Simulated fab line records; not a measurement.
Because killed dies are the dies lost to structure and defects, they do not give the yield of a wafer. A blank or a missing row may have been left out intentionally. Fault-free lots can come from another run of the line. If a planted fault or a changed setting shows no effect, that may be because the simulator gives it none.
8D (eight disciplines) problem report, filled in by code    flow gf180mcu    the parts of the form that need people (team, actions taken, sign-off) are left out

== 1. WHAT IS WRONG ==
Wafers without a fault read 89.12 s, standard deviation 0.14; runLengthS at GF_MVPSD_DEHYDRATE_00 reads a mean of 86.60 s on 6 wafers belonging to 2 lots. That is -18 standard deviations from the usual mean.
The step: time 60 s.
First seen on wafer L844.1, day 8 13:39, on lithoTrack-02. At this step, 42 wafers from 14 lots have a number in the record. By rule, "out" or "out of limits" means more than 4 standard deviations away from the usual mean. All remaining wafers that have a number are taken as sound.

== 2. WHAT IT IS, AND WHAT IT ISN'T ==
question                     is                             is not
which readings at this step  runLengthS, heaterPowerTotalW  -
which lots                   L844, L847                     L828, L829, L830, L831, L832, L833, L834, L835, L838, L849, L850, L851
which wafers of those lots   all that have a number         -
read on which tools          lithoTrack-02                  lithoTrack-04
when                         from day 8 13:39               up to then (27 sound wafers); but 9 sound wafers of L849, L850, L851 came after

== 3. WHAT RULES OUT EACH SUSPECT ==
Counting: a tool at any process step up to the reading remains a suspect when it ran all the lots that are out and ran no sound lot after the first of those.
- rieSi-01 at GF_STI_ETCH_14 (etches Si in HBr/Cl2/O2, target depth 360 nm, time 102.9 s): kept. Every lot that is out went through it, starting with L844 (day 5 11:33), and after that it ran no sound lot; the last sound lot it ran before then is L834 (day 3 08:16).
- lithoTrack-02 at GF_MVPSD_DEHYDRATE_00 (time 60 s): kept. Every lot that is out went through it, starting with L844 (day 8 13:39), and after that it ran no sound lot; the last sound lot it ran before then is L835 (day 6 09:00). Its own heaterPowerTotalW, runLengthS readings are out on those wafers.
Remaining after the count are rieSi-01 at GF_STI_ETCH_14 and lithoTrack-02 at GF_MVPSD_DEHYDRATE_00.

== 4. THE CAUSE (what the simulator had put in) ==
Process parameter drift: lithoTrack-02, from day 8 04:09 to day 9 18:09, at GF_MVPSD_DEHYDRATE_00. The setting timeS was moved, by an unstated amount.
After counting, 2 suspects remain, this tool included.

== 5. THE CHAIN OF EFFECTS, in route order ==
Each row: a reading where the mean over the struck wafers with a number is more than 3 standard deviations away from the usual. Scope: only readings with a usual standard deviation given in the record; hours: median across lots of the time from each lot's start at the first step in this table that gives one to its start at this step; sigmas: change in usual standard deviations.
hours  step                   reading            usual     on struck wafers  change  sigmas
0      GF_MVPSD_DEHYDRATE_00  heaterPowerTotalW  160.39 W  162.47            +2.08   +15
0      GF_MVPSD_DEHYDRATE_00  runLengthS         89.12 s   86.60             -2.52   -18
Its process steps:
- GF_MVPSD_DEHYDRATE_00: time 60 s.

== 6. WHAT WOULD HAVE CAUGHT IT SOONER ==
In this record no reading fell out of limits until day 8 13:39, 10 hours after the fault had begun at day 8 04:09.
